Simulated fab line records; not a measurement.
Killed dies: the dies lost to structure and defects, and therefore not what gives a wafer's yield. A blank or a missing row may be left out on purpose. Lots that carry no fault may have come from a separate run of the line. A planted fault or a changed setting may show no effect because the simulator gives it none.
8D (eight disciplines) problem report, filled in by code :: flow gf180mcu :: the parts of the form that need people (team, actions taken, sign-off) are left out

## 1. WHAT IS WRONG
run_length_s at GF_VT_IMPLANT_RTA_45 reads a mean of 52.89 s on 2 wafers of 2 lots; wafers without a fault read 58.54 s with a standard deviation of 0.16. That is -35 standard deviations from the usual mean.
The step: time 30 s.
First seen on wafer L512.3, day 12 01:58, on rtp_anneal-02. At this step, 42 wafers from 14 lots have a number in the record. Rule for "out", or "out of limits": more than 4 standard deviations from the usual mean. Any other wafer with a number is counted as sound.

## 2. WHAT IT IS, WHAT IT ISN'T
question: which readings at this step
is: run_length_s
is not: lamp_power_pct, wafer_temp_C_max

question: which lots
is: L512, L515
is not: L497, L498, L501, L502, L503, L504, L506, L507, L508, L509, L511, L519

question: which wafers of those lots
is: L512.3, L515.2
is not: L512.1, L512.6, L515.1, L515.6

question: read on which tools
is: rtp_anneal-02
is not: rtp_anneal-01

question: when
is: from day 12 01:58
is not: up to then (35 sound wafers); but 5 sound wafers of L515, L519 came after

## 3. SUSPECTS, AND WHAT RULES EACH OUT
Counting: if a tool at a process step up to the reading ran every lot that is out, it stays a suspect. Sound lots after the first of them don't rule it out here, since some wafers of a struck lot are sound.
- plasma_asher-02 at GF_VT_IMPLANT_STRIP_20 (strips in O2/N2): kept. Every lot that is out went through it, the first being L512 (day 10 12:43); the last sound lot it ran before that was L509 (day 9 17:25).
- rtp_anneal-02 at GF_VT_IMPLANT_RTA_45 (time 30 s): kept. Every lot that is out went through it, the first being L512 (day 12 01:58); the last sound lot it ran before that was L508 (day 11 00:32). Out on those wafers are its own readings of run_length_s.
What counting leaves: plasma_asher-02 at GF_VT_IMPLANT_STRIP_20 and rtp_anneal-02 at GF_VT_IMPLANT_RTA_45.

## 4. THE CAUSE (what the simulator had put in)
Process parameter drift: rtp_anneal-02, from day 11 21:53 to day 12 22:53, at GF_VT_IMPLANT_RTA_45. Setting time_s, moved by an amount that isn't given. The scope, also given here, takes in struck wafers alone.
Counting leaves 2 suspects; this tool is one of them.

## 5. THE CHAIN OF EFFECTS, in route order
Each row: a reading where the mean over the struck wafers with a number is more than 3 standard deviations away from the usual. Only readings for which the record gives a usual standard deviation are gone through. hours: the time from each lot's start at the first step in this table that gives one to its start at this step, as a median over the lots. sigmas: the change in usual standard deviations.
hours: 0
step: GF_VT_IMPLANT_RTA_45
reading: run_length_s
usual: 58.54 s
on struck wafers: 52.89
change: -5.65
sigmas: -35
Its process steps:
- GF_VT_IMPLANT_RTA_45: time 30 s.
Later measuring or inspecting steps at which every struck wafer that the step has a row for has a number for every such reading, and none has moved that far: GF_VT_IMPLANT_RS_MEAS_49.

## 6. HOW IT WOULD HAVE BEEN CAUGHT EARLIER
4 hours passed between the start of the fault at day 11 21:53 and the first reading out of limits in this record, taken at day 12 01:58.
